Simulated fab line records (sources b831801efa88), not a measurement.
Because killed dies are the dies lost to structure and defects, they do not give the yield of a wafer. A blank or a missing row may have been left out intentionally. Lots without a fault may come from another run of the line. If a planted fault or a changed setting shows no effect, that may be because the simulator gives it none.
2 desks, one fault ; flow gf180mcu ; numbers are kept per desk, each desk with only its own; the story behind them comes last

## AT THE METROLOGY DESK
Means of the sampled wafers that have a number, per lot and without regard to the tool the lot ran on: this is what the gauges read. Marked OUT: a lot whose mean sits more than 4 standard deviations from the usual mean, which makes it out of limits; the brackets give that distance.
Columns: A = cd_nm at GF_V1_CD_MEAS_14, usual 259.6 nm; B = V1_OVL at GF_V1_OVL_MEAS_15, usual 4 nm
lot;first seen here;A;B
L272;day 18 15:41;258.0;2
L276;day 20 17:14;260.0;7
L275;day 20 18:47;260.5;9
L278;day 21 06:43;260.9;-2
L289;day 25 00:07;261.3;11
L292;day 25 18:14;259.2;7
Result from this desk: across the 6 lots, nothing is out of limits.

## AT THE TOOL OWNER'S DESK: pvd_sputter-02
The tool's own readings at GF_V1_SPUTTER_21 (material Ti, target thk 15 nm, time 80.02 s): means of the sampled wafers that have a number, for each lot that ran on this tool. Marked OUT: a lot whose mean sits more than 4 standard deviations from the usual mean, which makes it out of limits; the brackets give that distance.
Columns: A = throttle_valve_pct at GF_V1_SPUTTER_21, usual 30.3 %
lot;first seen here;A
L276;day 20 18:10;30.3
L289;day 25 00:58;30.3
L292;day 25 19:04;30.1
Result from this desk: across the 3 lots, nothing is out of limits.

## ALL TOGETHER
Nothing out of limits was seen by the metrology desk.
Nothing out of limits was seen by the tool owner's desk.

## WHAT THE SIMULATOR HAD PUT IN
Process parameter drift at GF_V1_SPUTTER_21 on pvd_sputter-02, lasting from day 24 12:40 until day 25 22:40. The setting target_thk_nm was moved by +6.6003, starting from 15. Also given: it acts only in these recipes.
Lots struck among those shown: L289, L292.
